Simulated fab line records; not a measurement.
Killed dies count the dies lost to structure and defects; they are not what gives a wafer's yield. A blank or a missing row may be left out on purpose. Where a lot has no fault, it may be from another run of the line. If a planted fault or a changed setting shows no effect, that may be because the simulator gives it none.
fab line records | flow sky130
[record] lots = 11 wafers = 33 last-day = 50
route steps=708 shown LOCAL_INTERCONNECT@402 CONTACT@406 PAD_OPEN@708
lots that met no fault: taken from a fault-free run of the same line
start-h: hours from the record's first day to the start of the lot's first wafer shown | wait-h: how many hours have passed since the lot's step before this one | " identical to the entry in the row above | L1.1+2: a single row standing in for several wafers | - either no value or no given start | * or withheld: withheld | < > ~ a bound
route shown NAME@n: a module of which the file shows steps, and the number in the route of the first | usual: mean/standard deviation of fault-free wafers | same: alike in all rows | chamber/n: place in a boat | sites: the reading at each site | _std_site: standard deviation across them | _edge_site: outer sites' mean less inner sites' | radius-mm: for every site, how far away it sits from the centre of the wafer | mask NAME#n: copy n | behind: the last tool/chamber to shape the wafer | hold: why the lot went on hold/how many hours it stayed there/how the hold came to an end | device: which transistor (n, p or np) failed to switch | end of line: the tests these same wafers got at the end of their route | where a step has no rows: the recipe by itself | killed: dies that structure and defects cost at the first sort, which is not the same as the wafer's yield | map: a wafer's dies, marking killed ones x, the rest . and places with no die _
set.NAME: the setting the step ran with; set.NAME@STEP: the setting that earlier step ran with | model.NAME: the simulator's own value behind a step, which no gauge read
route steps across a sampled set of lots; one table per step, one row per wafer
services: when a tool's chamber went out of use (start-h, in hours from the record's first day, below 0 if earlier), for how many hours, and the reason
[[steps]]
[step SKY_LOCAL_INTERCONNECT_STRIP_15]
[recipe] chemistry = O2/N2 power-w = 1400 pressure-mtorr = 1500 platen-temp-c = withheld o2-flow-sccm = 3000 n2-flow-sccm = 300 overash-fraction = 0.5
[usual] drypump-motor-current-A = 5.73/0.23 oes-product-au = 0.426/0.0046 strip-time-to-endpoint-s = 4.719/0.015
// columns lot.wafer tool chamber start-h wait-h drypump-motor-current-A oes-product-au rf-hours-counter-h strip-time-to-endpoint-s
L350.1 plasma-asher-04 0 749.10 0.0 5.66 0.428 32 4.717
L350.2 " 1 " " 5.70 0.420 32 4.716
L350.6 " 0 " " 5.71 0.431 - 4.721
L356.2 plasma-asher-02 0 783.21 0.0 5.25 0.429 63 4.721
L356.3 " 0 " " 5.26 0.426 - 4.695
L356.5 " 0 " " 5.27 0.423 - 4.744
L357.1 plasma-asher-04 0 792.66 0.0 5.71 0.442 36 4.701
L357.5 " 0 " " 5.71 0.426 - 4.729
L357.6 " 1 " " 5.69 0.424 - 4.734
L360.1 plasma-asher-01 0 816.76 0.1 5.71 0.427 7 4.720
L360.5 " 0 " " 5.67 0.431 - 4.727
L360.6 " 1 " " 5.92 0.421 - 4.698
L361.1 plasma-asher-04 0 820.85 0.0 5.71 0.421 39 4.699
L361.3 " 1 " " 5.72 0.426 - 4.719
L361.6 " 0 " " 5.71 0.427 - 4.728
L362.3 plasma-asher-02 1 831.54 0.1 6.07 0.432 - 4.715
L362.4 " 0 " " 5.28 0.415 - 4.709
L362.6 " 1 " " 6.05 0.427 - 4.699
L363.1 plasma-asher-01 1 838.92 0.1 5.92 0.429 10 4.727
L363.4 " 1 " " 5.92 0.421 - 4.725
L363.5 " 1 " " 5.91 0.423 - 4.746
L365.1 plasma-asher-04 1 861.96 0.0 5.70 0.424 43 4.711
L365.2 " 0 " " 5.70 0.426 43 4.696
L365.6 " 1 " " 5.73 0.426 - 4.686
L366.1 plasma-asher-04 0 876.90 0.0 5.72 0.425 44 4.746
L366.4 " 0 " " 5.73 0.429 - 4.692
L366.6 " 0 " " 5.71 0.433 - 4.739
L368.3 plasma-asher-01 1 879.54 0.1 5.91 0.426 - 4.711
L368.5 " 0 " " 5.74 0.426 - 4.705
L368.6 " 1 " " 5.92 0.427 - 4.704
L367.2 plasma-asher-02 1 880.85 0.0 6.09 0.429 73 4.738
L367.5 " 0 " " 5.27 0.429 - 4.743
L367.6 " 1 " " 6.08 0.428 - 4.708
[step SKY_CONTACT_CVD_00]
[recipe] material = Si3N4 target-thk-nm = 75 temp-c = 400 time-s = withheld rf-w = 450
[usual] heater-power-w = 800/120
// columns lot.wafer tool chamber start-h wait-h heater-power-w
L350.1 pecvd-01 2 749.69 0.0 797
L350.2 " 1 " " 669
L350.6 " 2 " " 808
L356.2 pecvd-03 1 783.84 0.0 915
L356.3 " 0 " " 569
L356.5 " 1 " " 935
L357.1 pecvd-03 2 793.31 0.0 935
L357.5 " 1 " " 876
L357.6 " 0 " " 660
L360.1 pecvd-02 0 817.35 0.0 708
L360.5 " 0 " " 711
L360.6 " 2 " " 805
L361.1 pecvd-02 2 821.44 0.0 725
L361.3 " 1 " " 880
L361.6 " 0 " " 668
L362.3 pecvd-01 2 832.10 0.0 899
L362.4 " 2 " " 931
L362.6 " 1 " " 802
L363.1 pecvd-02 2 839.51 0.0 806
L363.4 " 1 " " 882
L363.5 " 0 " " 834
L365.1 pecvd-03 1 862.55 0.0 906
L365.2 " 0 " " 575
L365.6 " 1 " " 899
L366.1 pecvd-03 0 877.49 0.0 562
L366.4 " 0 " " 581
L366.6 " 2 " " 887
L368.3 pecvd-02 1 880.12 0.0 963
L368.5 " 1 " " 964
L368.6 " 2 " " 778
L367.2 pecvd-01 2 881.51 0.0 883
L367.5 " 2 " " 923
L367.6 " 1 " " 663
[step SKY_CONTACT_THK_MEAS_01]
[recipe] reads = Si3N4_of_CONTACT_CVD_00
[usual] CONTACT_CVD_00_THK = 75.0/0.96
// columns lot.wafer tool chamber start-h wait-h CONTACT_CVD_00_THK[nm]
L350.1 film-metro-01 - 749.73 - 74.1
L350.2 " - " " 74.3
L350.6 " - " " 75.2
L356.2 film-metro-04 - 783.88 - 73.5
L356.3 " - " " 78.8
L356.5 " - " " 73.9
L357.1 film-metro-02 - 793.35 - 76.0
L357.5 " - " " 75.3
L357.6 " - " " 81.2
L360.1 film-metro-02 - 817.38 - 75.6
L360.5 " - " " 76.3
L360.6 " - " " 75.7
L361.1 film-metro-02 - 821.48 - 74.8
L361.3 " - " " 75.6
L361.6 " - " " 75.8
L362.3 film-metro-02 - 832.15 - 75.2
L362.4 " - " " 76.1
L362.6 " - " " 76.7
L363.1 film-metro-01 - 839.54 - 74.6
L363.4 " - " " 77.3
L363.5 " - " " 76.1
L365.1 film-metro-04 - 862.59 - 74.2
L365.2 " - " " 74.4
L365.6 " - " " 75.2
L366.1 film-metro-02 - 877.53 - 74.4
L366.4 " - " " 76.4
L366.6 " - " " 75.1
L368.3 film-metro-02 - 880.18 - 77.1
L368.5 " - " " 77.4
L368.6 " - " " 76.9
L367.2 film-metro-01 - 881.55 - 74.2
L367.5 " - " " 75.8
L367.6 " - " " 75.5
[step SKY_CONTACT_CMP_04]
[recipe] material = SiO2 down-force-psi = 4 platen-rpm = 60 pad-velocity-m-s = 0.94248
[usual] motor-current-A = 12.1/0.8
// columns lot.wafer tool chamber start-h wait-h motor-current-A
L350.2 cmp-02 1 750.11 0.2 11.6
L350.1 " 3 " " 12.9
L350.6 " 0 " " 11.9
L356.2 cmp-02 1 784.49 0.5 12.0
L356.3 " 0 " " 11.6
L356.5 " 1 " " 11.7
L357.1 cmp-02 0 793.69 0.2 11.9
L357.6 " 1 " " 11.7
L357.5 " 2 " " 14.1
L360.1 cmp-01 3 817.57 0.1 12.6
L360.6 " 3 " " 12.7
L360.5 " 0 " " 11.3
L361.3 cmp-02 2 821.76 0.1 13.1
L361.1 " 0 " " 11.6
L361.6 " 1 " " 11.7
L362.4 cmp-01 0 832.37 0.1 11.5
L362.3 " 2 " " 10.6
L362.6 " 3 " " 11.7
L363.4 cmp-02 3 839.73 0.0 11.6
L363.1 " 1 " " 12.1
L363.5 " 0 " " 11.6
L365.2 cmp-01 3 862.83 0.1 12.0
L365.1 " 0 " " 11.6
L365.6 " 3 " " 12.1
L366.1 cmp-01 2 877.72 0.1 11.2
L366.4 " 0 " " 11.8
L366.6 " 3 " " 12.2
L368.3 cmp-02 1 880.50 0.2 12.5
L368.6 " 2 " " 13.6
L368.5 " 3 " " 11.7
L367.2 cmp-02 0 881.83 0.1 12.1
L367.6 " 2 " " 13.0
L367.5 " 3 " " 12.1
[step SKY_CONTACT_ETCH_18]
[recipe] target = Si3N4 chemistry = CHF3/O2 stop-on = TiN source-w = 600 bias-w = 200 pressure-mtorr = 40 chf3-flow-sccm = 50 O2_flow_sccm = 5 time-s = 39 target-depth-a = 750
[usual] drypump-motor-current-A = 5.7/0.33 oes-product-au = 0.855/0.0082 throttle-valve-pct = 8.793/0.009
// columns lot.wafer tool chamber start-h wait-h drypump-motor-current-A oes-product-au rf-hours-counter-h throttle-valve-pct
L350.1 rie-diel-01 1 - - 5.1 0.844 8 8.806
L350.2 " 3 " " 5.7 0.857 7 8.789
L350.6 " 0 " " 5.5 0.850 - 8.781
L356.2 rie-diel-02 2 - - 6.0 0.834 14 8.799
L356.3 " 3 " " 5.2 0.877 2 8.792
L356.5 " 3 " " 5.3 0.845 - 8.800
L357.1 rie-diel-02 3 - - 5.3 0.857 2 8.794
L357.5 " 1 " " 5.7 0.863 - 8.787
L357.6 " 0 " " 5.5 0.889 - 8.798
L360.1 rie-diel-03 3 - - 5.5 0.860 14 8.768
L360.5 " 1 " " 5.9 0.873 - 8.804
L360.6 " 0 " " 5.6 0.865 - 8.794
L361.1 rie-diel-02 0 - - 5.5 0.855 27 8.797
L361.3 " 2 " " 6.0 0.862 15 8.798
L361.6 " 3 " " 5.3 0.861 - 8.785
L362.3 rie-diel-03 2 - - 6.3 0.858 7 8.787
L362.4 " 1 " " 5.9 0.866 - 8.801
L362.6 " 2 " " 6.3 0.862 - 8.801
L363.1 rie-diel-01 0 - - 5.5 0.850 11 8.785
L363.4 " 1 " " 5.1 0.872 11 8.800
L363.5 " 0 " " 5.5 0.861 - 8.801
L365.1 rie-diel-01 1 - - 5.1 0.847 12 8.788
L365.2 " 2 " " 6.2 0.851 26 8.791
L365.6 " 0 " " 5.5 0.861 - 8.790
L366.1 rie-diel-03 2 - - 6.3 0.850 9 8.797
L366.4 " 3 " " 5.5 0.867 15 8.790
L366.6 " 1 " " 5.9 0.852 - 8.793
L368.3 rie-diel-01 3 - - 5.6 0.863 12 8.792
L368.5 " 0 " " 5.5 0.876 - 8.787
L368.6 " 3 " " 5.6 0.870 - 8.797
L367.2 rie-diel-02 2 - - 5.9 0.852 17 8.783
L367.5 " 2 " " 5.9 0.862 - 8.783
L367.6 " 1 " " 5.7 0.855 - 8.798
[step SKY_CONTACT_CVD_24]
[recipe] material = W target-thk-nm = 340 time-s = 102.12 temp-c = 400 pressure-torr = 40
[usual] heater-power-w = 832/110
// columns lot.wafer tool chamber start-h wait-h heater-power-w
L350.1 cvd-w-02 1 778.67 0.0 928
L350.2 " 0 " " 944
L350.6 " 0 " " 961
L356.2 cvd-w-01 1 812.42 0.0 662
L356.3 " 1 " " 646
L356.5 " 1 " " 669
L357.1 cvd-w-02 1 821.17 0.0 934
L357.5 " 0 " " 928
L357.6 " 1 " " 902
L360.1 cvd-w-01 1 845.42 0.0 675
L360.5 " 0 " " 809
L360.6 " 1 " " 658
L361.1 cvd-w-01 1 848.70 0.0 676
L361.3 " 0 " " 828
L361.6 " 0 " " 825
L362.3 cvd-w-01 1 858.75 0.1 681
L362.4 " 0 " " 818
L362.6 " 1 " " 683
L363.1 cvd-w-01 0 866.58 0.0 822
L363.4 " 0 " " 805
L363.5 " 1 " " 658
L365.1 cvd-w-02 0 889.31 0.0 942
L365.2 " 1 " " 945
L365.6 " 1 " " 947
L366.1 cvd-w-01 1 903.84 0.0 676
L366.4 " 0 " " 826
L366.6 " 1 " " 671
L368.3 cvd-w-02 1 906.85 0.1 954
L368.5 " 0 " " 936
L368.6 " 1 " " 947
L367.2 cvd-w-02 1 908.42 0.0 931
L367.5 " 0 " " 947
L367.6 " 1 " " 938
[step SKY_PAD_OPEN_PROBE_99]
[usual] killed_at_M0_to_M3 = 44/7.2 killed_at_M4_up = 3.1/1.7 killed-at-contacts = 25/5.1 killed-at-front-end = 14/4.6 killed-at-other = 0.3/0.59 killed-dies = 86/9.6 killed-on-rim = 17/4.1 killed-open = 47/7.4 killed-short = 39/6
[same] gross-dies = 492 killed-at-back-side = 0
// columns lot.wafer tool chamber start-h wait-h killed_at_M0_to_M3 killed_at_M4_up killed-at-contacts killed-at-front-end killed-at-other killed-dies killed-on-rim killed-open killed-short
L350.1 prober-01 - 1105.63 0.1 44 6 27 18 1 96 17 50 46
L350.2 prober-01 - 1105.68 0.1 45 3 36 16 1 101 20 56 45
L350.6 prober-01 - 1105.88 0.2 42 2 28 7 1 80 18 37 43
L356.3 prober-01 - 1131.41 0.2 43 1 22 12 1 79 16 47 32
L356.5 prober-01 - 1131.51 0.2 49 3 23 12 0 87 20 47 40
// killed by level:class
L350.1 LI_CONTACT:geometric-particle:open=10 CONTACT:geometric-particle:open=9 VIA1:geometric-particle:open=9 VIA1:geometric-particle:short=7 METAL1:geometric-particle:short=6 METAL2:geometric-particle:short=6 FIELD_ISO:geometric-particle:open=5 POLY_GATE:geometric-particle:short=5
L350.2 VIA1:geometric-particle:open=15 CONTACT:geometric-particle:open=12 LOCAL_INTERCONNECT:geometric-particle:short=8 LI_CONTACT:geometric-particle:open=7 VIA2:geometric-particle:open=7 FIELD_ISO:geometric-particle:short=6 VIA3:geometric-particle:open=5 METAL2:geometric-particle:short=5
L350.6 VIA1:geometric-particle:open=12 LI_CONTACT:geometric-particle:open=8 METAL2:geometric-particle:short=8 VIA1:geometric-particle:short=6 CONTACT:geometric-particle:short=6 LI_CONTACT:geometric-particle:short=4 LOCAL_INTERCONNECT:geometric-particle:short=4 CONTACT:geometric-particle:open=4
L356.3 VIA1:geometric-particle:open=13 CONTACT:geometric-particle:open=10 VIA2:geometric-particle:open=8 METAL1:geometric-particle:short=6 LOCAL_INTERCONNECT:geometric-particle:short=5 VIA1:geometric-particle:short=5 FIELD_ISO:geometric-particle:open=4 LI_CONTACT:geometric-particle:open=4
L356.5 VIA1:geometric-particle:open=14 VIA1:geometric-particle:short=7 CONTACT:geometric-particle:open=6 VIA2:geometric-particle:open=6 VIA3:geometric-particle:open=6 LI_CONTACT:geometric-particle:open=5 LOCAL_INTERCONNECT:geometric-particle:short=5 METAL2:geometric-particle:short=5
[[services]]
// columns tool chamber start-h hours kind
cmp-01 - 733.01 1.4 repair
rie-diel-01 2 737.68 3.0 repair
plasma-asher-04 - 740.30 0.8 repair
cmp-01 - 744.28 4.0 pm
pecvd-03 1 744.94 6.2 repair
rie-diel-01 - 747.33 0.3 repair
cmp-02 - 749.41 0.6 repair
cmp-02 - 755.30 1.5 repair
rie-diel-01 - 763.05 0.5 repair
cmp-02 - 779.36 0.4 repair
cmp-01 - 780.13 12.3 pm
pecvd-03 - 796.80 1.3 repair
cvd-w-01 - 803.52 1.1 repair
pecvd-03 0 806.74 5.7 repair
rie-diel-01 - 808.38 2.8 pm
rie-diel-01 0 812.68 1.4 repair
cmp-02 - 815.39 3.4 repair
rie-diel-02 2 817.34 3.7 repair
cmp-02 - 830.64 2.1 repair
cvd-w-02 0 846.37 2.7 repair
cmp-02 - 852.74 4.4 repair
plasma-asher-04 - 860.75 1.0 repair
cvd-w-02 - 866.91 0.3 repair
cvd-w-01 - 904.00 14.0 pm
[[key]]
[first-sign] step = SKY_CONTACT_THK_MEAS_01 reading = CONTACT_CVD_00_THK direction = up sigmas = 5.2 usual = 75.0 struck = 80.0
[effect] step = SKY_CONTACT_ETCH_18 reading = oes-product-au direction = up sigmas = 3.4 usual = 0.855 struck = 0.883
met-at SKY_CONTACT_CVD_00
struck-lots L356,L357
struck-wafers L356.3,L357.6
tester-left-out L356,L357
not-acting-at SKY_LOCAL_INTERCONNECT_STRIP_15,SKY_CONTACT_CMP_04,SKY_CONTACT_CVD_24
[fault] kind = process-parameter-drift tool = pecvd-03 chamber = 0 onset-h = 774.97 steps = SKY_CONTACT_CVD_00 channel = target-thk-nm offset = 5.5332 shape = step end-h = 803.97 acts-in = these-recipes-only stated = 75
// tester-left-out: of these lots the tester's yield and bins aren't shown, on N5 and GAA mostly nor the transistor test; their killed dies are dies lost to structure and defects alone, not to doping, threshold or leakage, so they don't give the yield
